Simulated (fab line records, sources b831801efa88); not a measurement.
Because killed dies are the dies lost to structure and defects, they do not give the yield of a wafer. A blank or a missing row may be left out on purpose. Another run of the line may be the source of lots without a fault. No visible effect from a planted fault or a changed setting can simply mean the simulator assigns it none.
2 desks, one fault | flow gf180mcu | each desk has only its own numbers; what lay behind them comes last

## AT THE METROLOGY DESK
What the gauges read, lot by lot, whatever tool the lot ran on: means of the sampled wafers that have a number. Marked OUT: a lot whose mean sits more than 4 standard deviations from the usual mean, which makes it out of limits; the brackets give that distance.
Columns: A = cd-nm at GF_PSD_CD_MEAS_07, usual 399.8 nm; B = M1_ALCU_THK at GF_M1_THK_MEAS_06, usual 448 nm
lot  | first seen here | A     | B
L194 | day 14 04:14    | 398.9 | 446
L195 | day 14 09:38    | 399.1 | 448
L196 | day 14 18:33    | 400.7 | 450
L197 | day 15 02:26    | 402.3 | 458
L198 | day 15 10:47    | 395.9 | 446
L204 | day 18 01:17    | 399.8 | 445
L205 | day 18 12:18    | 402.3 | 443
L208 | day 19 03:45    | 400.6 | 445
L210 | day 19 22:10    | 398.6 | 448
L209 | day 20 02:32    | 403.4 | 437
L211 | day 20 07:41    | 400.7 | 442
L213 | day 20 22:07    | 398.6 | 452
L217 | day 22 10:13    | 400.4 | 452
Result from this desk: across the 13 lots, nothing is out of limits.

## FOR THE TOOL OWNER'S DESK: rie-si-01
The tool's own readings at GF_STI_ETCH_14 (etches Si in HBr/Cl2/O2, target depth 360 nm, time 102.9 s): means of the sampled wafers that have a number, for each lot that ran on this tool. Marked OUT: a lot whose mean sits more than 4 standard deviations from the usual mean, which makes it out of limits; the brackets give that distance.
Columns: A = bias-w at GF_STI_ETCH_14, usual 150.0 W; B = drypump-motor-current-A at GF_STI_ETCH_14, usual 5.7 A; C = oes-product-au at GF_STI_ETCH_14, usual 0.999 a.u.; D = rf-fwd-power-W at GF_STI_ETCH_14, usual 596.4 W; E = throttle-valve-pct at GF_STI_ETCH_14, usual 25.657 %
lot  | first seen here | A               | B   | C     | D     | E
L194 | day 2 02:20     | 149.9           | 5.6 | 1.009 | 597.7 | 25.651
L197 | day 2 16:12     | 150.1           | 5.6 | 1.000 | 595.9 | 25.659
L198 | day 2 21:57     | 149.7           | 6.1 | 1.005 | 597.1 | 25.658
L204 | day 4 07:01     | 119.0 (-72) OUT | 5.9 | 0.969 | 595.8 | 25.666
L205 | day 4 12:15     | 119.1 (-72) OUT | 5.8 | 0.978 | 594.7 | 25.677
This desk's finding: out of limits on L204, L205; first on L204, day 4 07:01 (bias-w at GF_STI_ETCH_14). In limits: L194, L197, L198.

## ALL TOGETHER
At day 4 07:01, on L204, L205, the tool owner's desk was in a position to raise an alarm.
Metrology desk: nothing out of limits seen.
The metrology desk holds a record of L204, L205, inside its limits.
On rie-si-01, each named lot ran GF_STI_ETCH_14.

## WHAT HAD BEEN PUT IN BY THE SIMULATOR
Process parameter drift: rie-si-01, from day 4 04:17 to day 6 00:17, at GF_STI_ETCH_14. From 150, the setting bias-w moved by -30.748. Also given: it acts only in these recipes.
Shown lots that were struck: L204, L205.
How many hours passed from the start of the fault until each desk's first out-of-limits reading: the tool owner's desk, 3.
